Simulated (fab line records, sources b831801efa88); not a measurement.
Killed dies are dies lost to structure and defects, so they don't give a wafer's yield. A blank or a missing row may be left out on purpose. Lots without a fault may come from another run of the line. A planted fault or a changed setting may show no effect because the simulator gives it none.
Which tool did it? | flow sky130 | 13 lots, 39 wafers sampled, at 5 steps of a route of 708

WHAT THE GAUGES READ, wafer by wafer
SKY_FIELD_ISO_BOW_MEAS_00. Usual: INCOMING_BOW -1 um, standard deviation 6.3.
lot  | measured    | on            | INCOMING_BOW (um) | flag
L114 | day 1 15:01 | film_metro-01 | -2 5 -2           |
L115 | day 1 20:00 | film_metro-04 | -6 -11 2          |
L116 | day 2 01:00 | film_metro-03 | -5 4 -6           |
L118 | day 2 11:00 | film_metro-03 | 6 -3 -11          |
L119 | day 2 16:01 | film_metro-04 | 4 -4 -11          |
L121 | day 3 02:00 | film_metro-03 | -6 -4 -20         |
L122 | day 3 07:01 | film_metro-01 | -6 1 -10          |
L125 | day 3 22:04 | film_metro-03 | -4 2 -9           |
L132 | day 5 09:00 | film_metro-03 | 4 3 5             |
L133 | day 5 14:00 | film_metro-01 | 4 8 -8            |
L134 | day 5 19:02 | film_metro-03 | -4 4 -10          |
L135 | day 6 00:01 | film_metro-03 | -5 14 7           |
L136 | day 6 05:00 | film_metro-03 | 8 -1 1            |

SKY_FIELD_ISO_THK_MEAS_02. Usual: FIELD_ISO_OXIDATION_00_THK 11.92 nm, standard deviation 0.22.
lot  | measured    | on            | FIELD_ISO_OXIDATION_00_THK (nm) | flag
L114 | day 1 18:23 | film_metro-04 | 11.79 11.91 11.85               |
L115 | day 1 22:44 | film_metro-04 | 12.18 11.98 11.91               |
L116 | day 2 03:34 | film_metro-04 | 12.17 12.13 12.06               |
L118 | day 2 12:38 | film_metro-01 | 12.21 12.11 12.24               |
L119 | day 2 18:39 | film_metro-01 | 11.67 11.85 11.70               |
L121 | day 3 04:57 | film_metro-04 | 11.80 11.71 12.11               |
L122 | day 3 09:04 | film_metro-03 | 11.74 11.84 11.96               |
L125 | day 4 01:14 | film_metro-01 | 11.78 11.61 11.60               |
L132 | day 5 12:35 | film_metro-01 | 11.96 11.87 11.87               |
L133 | day 5 16:46 | film_metro-03 | 11.92 12.03 11.97               |
L134 | day 5 21:17 | film_metro-01 | 11.67 11.90 11.59               |
L135 | day 6 02:44 | film_metro-04 | 11.71 11.48 11.76               |
L136 | day 6 06:53 | film_metro-03 | 11.91 11.87 11.79               |

SKY_FIELD_ISO_CD_MEAS_13: target cd 150 nm. Usual: cd_nm 149.8 nm, standard deviation 1.5.
lot  | measured    | on        | cd_nm (nm)        | flag
L114 | day 2 10:52 | cd_sem-02 | 149.1 149.3 147.9 |
L115 | day 2 15:52 | cd_sem-02 | 149.7 147.6 148.1 |
L116 | day 2 20:40 | cd_sem-02 | 146.8 147.8 147.9 |
L118 | day 3 07:05 | cd_sem-01 | 152.1 151.2 150.9 |
L119 | day 3 13:44 | cd_sem-02 | 147.1 149.1 148.5 |
L121 | day 3 23:05 | cd_sem-02 | 149.7 151.5 149.5 |
L122 | day 4 02:53 | cd_sem-01 | 150.7 150.5 149.2 |
L125 | day 4 23:54 | cd_sem-02 | 148.4 151.0 148.9 |
L132 | day 6 08:25 | cd_sem-02 | 149.0 149.6 150.1 |
L133 | day 6 12:01 | cd_sem-02 | 151.7 151.6 153.3 |
L134 | day 6 17:40 | cd_sem-02 | 149.0 150.1 151.0 |
L135 | day 6 23:46 | cd_sem-01 | 149.1 148.8 150.0 |
L136 | day 7 04:10 | cd_sem-02 | 149.9 151.2 150.6 |

SKY_LDD_P_TW_MEAS_11. Usual: LDD_P_TW 630, standard deviation 5.3.
lot  | measured     | on            | LDD_P_TW                | flag
L114 | day 19 10:05 | film_metro-01 | 634 633 633             |
L115 | day 20 00:32 | film_metro-03 | 642 641 641             |
L116 | day 20 07:37 | film_metro-02 | 627 627 626             |
L118 | day 21 01:50 | film_metro-02 | 625 626 623             |
L119 | day 21 11:02 | film_metro-02 | 625 627 625             |
L121 | day 22 05:58 | film_metro-01 | 628 626 625             |
L122 | day 22 08:01 | film_metro-03 | 658 660 654 659 660 657 | OFF
L125 | day 23 18:34 | film_metro-02 | 646 646 646             | OFF
L132 | day 25 21:38 | film_metro-01 | 637 635 641             |
L133 | day 26 06:55 | film_metro-02 | 623 623 626             |
L134 | day 26 11:53 | film_metro-02 | 625 627 623             |
L135 | day 26 23:56 | film_metro-02 | 626 626 626             |
L136 | day 27 04:52 | film_metro-01 | 631 631 630             |

WHICH TOOL RAN EACH LOT (tool, then ch and the chambers of the sampled wafers, then the start)
lot  | SKY_LDD_P_IMPLANT_09
L114 | implanter-03 ch 0, day 19 09:44
L115 | implanter-02 ch 0, day 20 00:17
L116 | implanter-03 ch 0, day 20 07:22
L118 | implanter-04 ch 0, day 21 01:35
L119 | implanter-03 ch 0, day 21 10:48
L121 | implanter-03 ch 0, day 22 05:43
L122 | implanter-03 ch 0, day 22 07:47
L125 | implanter-03 ch 0, day 23 18:21
L132 | implanter-04 ch 0, day 25 21:23
L133 | implanter-02 ch 0, day 26 06:40
L134 | implanter-04 ch 0, day 26 11:40
L135 | implanter-04 ch 0, day 26 23:42
L136 | implanter-03 ch 0, day 27 04:37
- SKY_LDD_P_IMPLANT_09

WHAT THE TOOLS THEMSELVES READ (means of the sampled wafers that have a number; where no wafer has one, the mark that the record gives instead)
SKY_LDD_P_IMPLANT_09. Usual: dose_ions_cm2 9.999e+12, standard deviation 9.3e+09; faraday_current_uA 56.4, standard deviation 1.2.
lot  | tool         | dose_ions_cm2 | faraday_current_uA | flag
L114 | implanter-03 | 1.001e+13     | 55.9               |
L115 | implanter-02 | 9.992e+12     | 57.6               |
L116 | implanter-03 | 9.999e+12     | 57.2               |
L118 | implanter-04 | 9.998e+12     | 57.5               |
L119 | implanter-03 | 1.000e+13     | 55.6               |
L121 | implanter-03 | 9.987e+12     | 56.4               |
L122 | implanter-03 | 1.111e+13     | 61.0               | OFF
L125 | implanter-03 | 1.110e+13     | 61.8               | OFF
L132 | implanter-04 | 9.996e+12     | 55.7               |
L133 | implanter-02 | 9.995e+12     | 56.4               |
L134 | implanter-04 | 1.000e+13     | 55.6               |
L135 | implanter-04 | 9.992e+12     | 56.6               |
L136 | implanter-03 | 1.001e+13     | 55.7               |

THE ANSWER, worked out from the rows above alone
Rule: a lot is off if the mean of its wafers that have a number lies more than 3 standard deviations from the usual mean. A lot without any number at a reading at which 4 lots or more have one is off too. The other lots that the step has rows for count as sound. The gauges are gone through in route order, then the tools' own readings, and for those a lot's mean is taken as printed above. The first step at which some lot is off is used, and at that step the reading that is off furthest; a lot without a number counts as furthest.
Off: L122, L125, at SKY_LDD_P_TW_MEAS_11 (LDD_P_TW).
A tool fits if, at a process step before that reading, it ran every lot that is off, and no sound lot after the first of them. The gauges at SKY_LDD_P_TW_MEAS_11 aren't tried: what is off there is off at SKY_LDD_P_IMPLANT_09 too, on other tools, and a gauge's error can't cause that. None of those tried fits.

WHAT THE SIMULATOR HAD PUT IN
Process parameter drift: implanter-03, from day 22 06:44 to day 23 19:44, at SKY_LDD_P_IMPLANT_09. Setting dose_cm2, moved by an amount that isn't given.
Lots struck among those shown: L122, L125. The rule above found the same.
